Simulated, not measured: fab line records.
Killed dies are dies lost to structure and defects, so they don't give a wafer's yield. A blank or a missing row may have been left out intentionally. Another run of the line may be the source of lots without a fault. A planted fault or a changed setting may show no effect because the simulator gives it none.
Comparing a struck lot with a sound one	flow sky130	32 steps out of a route of 708
Sound: wafers L393.2, L393.4, L393.6. Wafers L403.3, L403.5, L403.6 were the ones struck. Last of all comes the cause.
At each step with rows: each side's tool, then ch and its chambers, then its first start. Under that, the readings that differ: sound wafers	struck wafers	difference of the means	sigmas: that difference in standard deviations of wafers without a fault.
alike: readings with means less than 2 such deviations apart, plus words and numbers identical on both sides. not compared: withheld readings, readings lacking a value on some wafer, bounds such as >300 that could conceal the same value, and numbers that have no deviation in the record and whose values overlap.
Wherever a step has rows on one side only, a row that says differs or no value, or a row with sigmas, the two part there. Non-overlapping numbers with no deviation appear without sigmas and do not part them. A reading missing from all wafers of one side parts the sides only when that side holds two or more wafers.

SKY_PWDE_OVL_MEAS_07:
  struck on overlay-02, day 7 16:15; sound on overlay-01, day 5 09:41
  alike: PWDE_OVL
next, for these wafers, 1 step has no rows: SKY_PWDE_IMPLANT_08.
SKY_PWDE_STRIP_09: strips in O2/N2.
  sound on plasmaAsher-02 ch 0,1, day 5 09:52; struck on plasmaAsher-01 ch 0,1, day 7 16:28
  alike: drypumpMotorCurrentA, oesProductAu, stripTimeToEndpointS
  not compared: rfHoursCounterH
SKY_PWDE_TW_MEAS_10:
  struck on filmMetro-04, day 7 16:33; sound on filmMetro-02, day 5 09:58
  alike: PWDE_TW
then, 7 steps without rows for these wafers: SKY_NWELL_DEHYDRATE_03 (time 60 s); SKY_NWELL_HMDS_04 (prime time 60 s); SKY_NWELL_COAT_05 (resist thk 3000 nm); SKY_NWELL_SOFTBAKE_06; SKY_NWELL_EXPOSE_07 (exposes mask NWM, target cd 840 nm); SKY_NWELL_PEB_08; SKY_NWELL_DEVELOP_09 (develop time 60 s).
SKY_NWELL_OVL_MEAS_10:
  struck on overlay-01, day 8 12:53; sound on overlay-01, day 6 04:22
  alike: NWELL_00_OVL
SKY_NWELL_IMPLANT_11:
  sound on implanter-04 ch 0, day 6 04:25; struck on implanter-02 ch 0, day 8 12:58
reading	sound	struck	difference	sigmas
beamOnS (s)	10.03 9.96 10.03	14.21 14.05 13.75	+4.00	+19
doseIonsCm2	1.8995e+13 1.9007e+13 1.899e+13	3.5151e+13 3.5148e+13 3.5156e+13	+1.6154e+13	+99 or more
faradayCurrentUA	106.6 107.3 106.6	139.8 140.9 143.8	+34.7	+16
  alike: endStationPressureTorr
then, 2 steps without rows for these wafers: SKY_NWELL_IMPLANT_12; SKY_NWELL_IMPLANT_13.
SKY_NWELL_STRIP_14: strips in O2/N2.
  sound on plasmaAsher-04 ch 0,1, day 6 04:51; struck on plasmaAsher-04 ch 0,1, day 8 13:24
reading	sound	struck	difference	sigmas
stripTimeToEndpointS (s)	36.84 36.92 36.84	37.04 37.05 37.11	+0.20	+2
  alike: drypumpMotorCurrentA, oesProductAu
  not compared: rfHoursCounterH
SKY_NWELL_TW_MEAS_15:
  struck on filmMetro-02, day 8 13:29; sound on filmMetro-02, day 6 04:58
reading	sound	struck	difference	sigmas
NWELL_TW	1801 1803 1800	2195 2194 2186	+390	+48
then, 7 steps without rows for these wafers: SKY_NWELL_DEHYDRATE_16 (time 60 s); SKY_NWELL_HMDS_17 (prime time 60 s); SKY_NWELL_COAT_18 (resist thk 3000 nm); SKY_NWELL_SOFTBAKE_19; SKY_NWELL_EXPOSE_20 (exposes mask NWM COMPLEMENT, target cd 840 nm); SKY_NWELL_PEB_21; SKY_NWELL_DEVELOP_22 (develop time 60 s).
SKY_NWELL_OVL_MEAS_23:
  struck on overlay-01, day 9 10:38; sound on overlay-02, day 7 00:00
  alike: NWELL_01_OVL
next, for these wafers, 1 step has no rows: SKY_NWELL_IMPLANT_24.
SKY_NWELL_STRIP_25: strips in O2/N2.
  sound on plasmaAsher-02 ch 0,1, day 7 00:11; struck on plasmaAsher-04 ch 0,1, day 9 10:51
  alike: drypumpMotorCurrentA, oesProductAu, stripTimeToEndpointS
  not compared: rfHoursCounterH
SKY_NWELL_TW_MEAS_26:
  struck on filmMetro-02, day 9 10:56; sound on filmMetro-04, day 7 00:17
  alike: NWELL_2_TW
then, 1 step without rows for these wafers: SKY_NWELL_CLEAN_27 (cleans in SC1/SC2, time 150 s).
SKY_NWELL_RTA_28: time 30 s.
  sound on rtpAnneal-01 ch 0, day 7 00:25; struck on rtpAnneal-02 ch 0, day 9 11:04
  alike: lampPowerPct, rampDownCPerS, wafer_temp_C_max
SKY_NWELL_RS_MEAS_29: the measuring method here is four-point-probe.
  struck on filmMetro-03, day 9 11:10; sound on filmMetro-03, day 7 00:31
reading	sound	struck	difference	sigmas
NWELL_RS (ohm/sq)	624.3 623.3 623.0	449.3 451.0 449.0	-173.8	-99 or more
-- the record jumps here: 40 days lie between the struck wafers' starts before and after (it left off in module NWELL and takes up again in module PAD_OPEN, whose first step shown is number 708 of the route) --
SKY_PAD_OPEN_PROBE_99:
  struck on prober-02, day 49 19:44; sound on prober-01, day 48 00:16
reading	sound	struck	difference	sigmas
model.etest.nfet_16v.rOnOhmUm	1.426e+04 1.434e+04 1.418e+04	1.26e+04 1.245e+04 1.256e+04	-1.72e+03	
model.etest.pfet_16v.rOnOhmUm	1.529e+04 1.548e+04 1.55e+04	1.683e+04 1.651e+04 1.676e+04	+1.277e+03	
model.etest.resNwell.lineOhmUm	1093 1104 1093	767.4 763.5 764.3	-331.6	
model.etest.resNwell.rsOhmSq	923.7 929.7 923.3	684.8 670.1 679	-247.6	
model.etest.pfetG5v0d10v5.rOnOhmUm	4800 4875 4831	4987 4933 4950	+121	
model.etest.tip_p_5v.rsOhmSq	2815 2813 2825	3003 2990 3022	+187	
model.etest.resIsoPwell.widthNm (nm)	2672 2655 2649	2595 2607 2587	-62	
model.etest.resNwell.widthNm (nm)	847.1 846 841.8	880.4 881.6 874.5	+33.9	
  alike: killed_at_M0_to_M3, killed_at_M4_up, killedAtContacts, killedAtFrontEnd, killedAtOther, killedDies, killedOnRim, killedOpen, killedShort

## WHERE THEY PART
At SKY_NWELL_IMPLANT_11 first; at SKY_NWELL_RS_MEAS_29 last (within this record only). Later steps at which nothing parts them and some readings are alike: SKY_PAD_OPEN_PROBE_99.

WHY: the cause the simulator had injected
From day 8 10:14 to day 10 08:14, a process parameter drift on implanter-02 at SKY_NWELL_IMPLANT_11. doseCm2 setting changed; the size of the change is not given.
